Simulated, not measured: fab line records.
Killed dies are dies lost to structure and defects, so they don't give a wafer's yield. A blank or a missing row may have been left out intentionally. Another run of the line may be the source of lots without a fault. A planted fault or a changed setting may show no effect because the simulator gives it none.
Chamber matching -- flow sky130 -- SKY_VIA4_ETCH_12 on rie diel-02 has 4 sister chambers
The step etches SiO2 in C4F8/O2/Ar, stops on TiN, target depth 580 nm. 4 wafers are shown with their chamber, then 12 later ones without.

## WAFERS, EACH WITH ITS CHAMBER
wafer,chamber,bias w (W)
L086.5,3,1205
L088.2,1,1199
L088.4,0,1195
L088.5,2,1199

## WAFERS WITHOUT THEIR CHAMBER
wafer,bias w (W)
L091.2,1202
L091.3,1206
L091.6,1206
L092.1,1201
L092.4,1209
L092.5,1200
L095.1,1201
L095.3,1198
L095.5,1202
L097.1,1197
L097.2,1201
L097.3,1199

## THE CHAMBER EACH PASSED THROUGH
wafer,from the rows above,in truth
L091.2,can't be placed: 1 or 2 or 3 or 0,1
L091.3,3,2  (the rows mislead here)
L091.6,3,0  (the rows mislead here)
L092.1,can't be placed: 1 or 2 or 3 or 0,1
L092.4,3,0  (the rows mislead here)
L092.5,can't be placed: 1 or 2 or 0 or 3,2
L095.1,can't be placed: 1 or 2 or 3 or 0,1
L095.3,can't be placed: 1 or 2 or 0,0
L095.5,can't be placed: 1 or 2 or 3 or 0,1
L097.1,can't be placed: 0 or 1 or 2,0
L097.2,can't be placed: 1 or 2 or 3 or 0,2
L097.3,can't be placed: 1 or 2 or 0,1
Placed correctly: 0 of 12. These rows do not allow placing 9 (true chamber among the candidates in 9). Placed wrongly: 3.
How it was worked out, from the rows above alone: a wafer's distance from a chamber is the root of the sum, over the readings, of the square of ((its reading less the chamber's mean) divided by the reading's scatter). If the next closest chamber is less than 2 further off than the closest, the wafer can't be placed; otherwise it belongs to the closest. The mean given for a chamber averages the wafers shown for that chamber. The scatter: root of mean squared gap, hidden wafer to nearest shown wafer, with one shown wafer a chamber.
